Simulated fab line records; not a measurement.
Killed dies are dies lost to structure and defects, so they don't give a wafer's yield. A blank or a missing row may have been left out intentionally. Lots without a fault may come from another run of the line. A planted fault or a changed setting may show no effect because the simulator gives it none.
Code-filled problem report in 8D (eight disciplines) form || flow sky130 || the parts of the form that need people (team, actions taken, sign-off) are left out

== 1. THE PROBLEM ==
chamber-pressure-pa at SKY_VIA1_SPUTTER_20 reads a mean of 4.651 Pa on 2 wafers of 1 lot; wafers without a fault read 4.999 Pa with a standard deviation of 0.011. Relative to the usual mean, that is a shift of -32 standard deviations.
The step: material TiN, target thk 20 nm, time 80 s.
Seen first at day 41 08:24 on pvd-sputter-04, wafer L220.1. The record has a number at this step for 39 wafers belonging to 13 lots. The rule behind "out" and "out of limits": a value lying over 4 standard deviations away from the usual mean. The other wafers with a number count as sound.

== 2. WHAT IT IS, AND WHAT IT ISN'T ==
{"question": "which readings at this step", "is": "chamber-pressure-pa", "is not": "throttle-valve-pct"}
{"question": "which lots", "is": "L220", "is not": "L201, L203, L204, L206, L207, L208, L209, L211, L212, L213, L215, L223"}
{"question": "which wafers of those lots", "is": "L220.1, L220.4", "is not": "L220.3"}
{"question": "read on which tools", "is": "pvd-sputter-04", "is not": "pvd-sputter-01, pvd-sputter-03"}
{"question": "when", "is": "from day 41 08:24", "is not": "up to then (34 sound wafers); but 3 sound wafers of L223 came after"}

== 3. THE SUSPECTS, EACH WITH WHAT RULES IT OUT ==
Counting: if a tool at a process step up to the reading ran every lot that is out, it stays a suspect. Sound lots after the first of them don't rule it out here, since some wafers of a struck lot are sound.
- pvd-sputter-04 at SKY_VIA1_SPUTTER_20 (material TiN, target thk 20 nm, time 80 s): kept. It processed L220, the lot that is out, at day 41 08:24, and its most recent sound lot before then was L211 at day 38 03:33. Out on those wafers are its own readings of chamber-pressure-pa.
Remaining after the count: pvd-sputter-04 at SKY_VIA1_SPUTTER_20.

== 4. THE CAUSE (what the simulator had put in) ==
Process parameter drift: pvd-sputter-04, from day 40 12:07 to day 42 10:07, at SKY_VIA1_SPUTTER_20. Setting chamber-pressure-pa shifted by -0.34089 from 5. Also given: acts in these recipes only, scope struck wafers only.
The count eliminated every tool but this one.

== 5. SEQUENCE OF EFFECTS, ordered by route ==
Each row: a reading whose mean over the struck wafers that have a number lies more than 3 standard deviations from the usual. Readings are gone through only where the record gives a usual standard deviation; hours: the median, over the lots, of the time from a lot's start at the first step in this table giving one to that lot's start at this step; sigmas: the change measured in usual standard deviations.
{"hours": 0, "step": "SKY_VIA1_SPUTTER_20", "reading": "chamber-pressure-pa", "usual": "4.999 Pa", "on struck wafers": 4.651, "change": -0.348, "sigmas": -32}
Process steps it contains:
- SKY_VIA1_SPUTTER_20: material TiN, target thk 20 nm, time 80 s.

== 6. WHAT WOULD HAVE CAUGHT IT SOONER ==
In this record the first reading out of limits was taken at day 41 08:24, 20 hours after the fault began at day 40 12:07.
